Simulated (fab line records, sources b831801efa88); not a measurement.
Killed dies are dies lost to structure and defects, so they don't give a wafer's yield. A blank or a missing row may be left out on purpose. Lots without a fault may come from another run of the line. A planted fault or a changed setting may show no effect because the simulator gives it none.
Split-lot experiment | flow sky130 | 5 lots, 23 wafers read, on a route of 708 steps

THE SPLIT
At SKY_METAL4_DEVELOP_12 (develop time 60 s), the setting dev_temp_c was moved away from the recipe's 21 C on 4 of the 23 wafers read, by -17.5% to -14.4%. The other wafers ran this setting at the recipe's value.

The file shows no step between the split and the reading.

THE READING
cd_nm, in nm, at SKY_METAL4_CD_MEAS_13 (target cd 300 nm). Fault-free wafers of this fab line usually give 300.3 nm, standard deviation 1.3 nm.

wafer  | tool, chamber at the split | dev_temp_c as run, C | against the recipe | cd_nm, nm | against lot-mates on the recipe
L076.2 | litho_track-01, 0          | 21                   | recipe             | 298.3     | -
L076.3 | litho_track-01, 0          | 21                   | recipe             | 299.6     | -
L076.4 | litho_track-01, 0          | 21                   | recipe             | 300.0     | -
L076.5 | litho_track-01, 0          | 21                   | recipe             | 299.1     | -
L076.6 | litho_track-01, 0          | 21                   | recipe             | 298.8     | -
L079.1 | litho_track-01, 0          | 21                   | recipe             | 300.5     | -
L079.2 | litho_track-01, 0          | 21                   | recipe             | 301.1     | -
L079.3 | litho_track-01, 0          | 21                   | recipe             | 302.6     | -
L079.4 | litho_track-01, 0          | 21                   | recipe             | 301.7     | -
L079.5 | litho_track-01, 0          | 21                   | recipe             | 300.9     | -
L081.1 | litho_track-01, 0          | 21                   | recipe             | 300.0     | -
L081.2 | litho_track-01, 0          | 21                   | recipe             | 299.4     | -
L081.6 | litho_track-01, 0          | 21                   | recipe             | 299.9     | -
L080.1 | litho_track-04, 0          | 21                   | recipe             | 301.5     | -
L080.3 | litho_track-04, 0          | 21                   | recipe             | 300.7     | -
L080.4 | litho_track-04, 0          | 17.98                | -14.4%             | 304.0     | +3.1
L080.5 | litho_track-04, 0          | 17.98                | -14.4%             | 305.2     | +4.3
L080.6 | litho_track-04, 0          | 21                   | recipe             | 300.6     | -
L085.1 | litho_track-01, 0          | 17.32                | -17.5%             | 304.7     | +4.2
L085.2 | litho_track-01, 0          | 21                   | recipe             | 301.0     | -
L085.4 | litho_track-01, 0          | 21                   | recipe             | 300.6     | -
L085.5 | litho_track-01, 0          | 21                   | recipe             | 299.8     | -
L085.6 | litho_track-01, 0          | 17.32                | -17.5%             | 303.9     | +3.4

THE FIT
A straight line over all 23 wafers: cd_nm changes by -0.255 nm for each +1% of dev_temp_c; r = -0.84; the points scatter about the line by 1 nm.
The same after taking each lot's own level away (the mean of its wafers on the recipe; 23 wafers): -0.233 nm for each +1%; r = -0.93; scatter 0.59 nm.
On that fit, the largest move of dev_temp_c shifts the reading by 4.1 nm.
The lots' own levels span 299.16 to 301.36 nm, that is 1.7 times the standard deviation above.
So the lot-to-lot level changes the slope little: the two slopes agree.
Check: with one of the wafers moved furthest among these (-17.5%) left out of the fit, the line predicts +4.03 nm for it against its lot-mates. It came out at +4.23 nm against them.

THE WHOLE CHAIN: every reading that the file lists as answering this split, in the file's order
step                  | what it does                                                         | reading                                                       | change (the file's fit)               | r (the file's)
SKY_METAL4_CD_MEAS_13 | target cd 300 nm                                                     | cd_nm                                                         | -0.233 nm for each +1% of the setting | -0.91
SKY_METAL4_DESCUM_15  | chemistry O2, time 8 s                                               | METAL4.cd_nm (the simulator's own value, which no gauge read) | -0.237 nm for each +1% of the setting | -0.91
SKY_METAL4_ETCH_16    | etches BARC in N2/H2, stops on SiO2, time 88.2 s, target depth 60 nm | METAL4.cd_nm (the simulator's own value, which no gauge read) | -0.25 nm for each +1% of the setting  | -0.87

THE FILE'S OWN FIT
cd_nm changes by -0.233 nm for each +1% of dev_temp_c, r = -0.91.
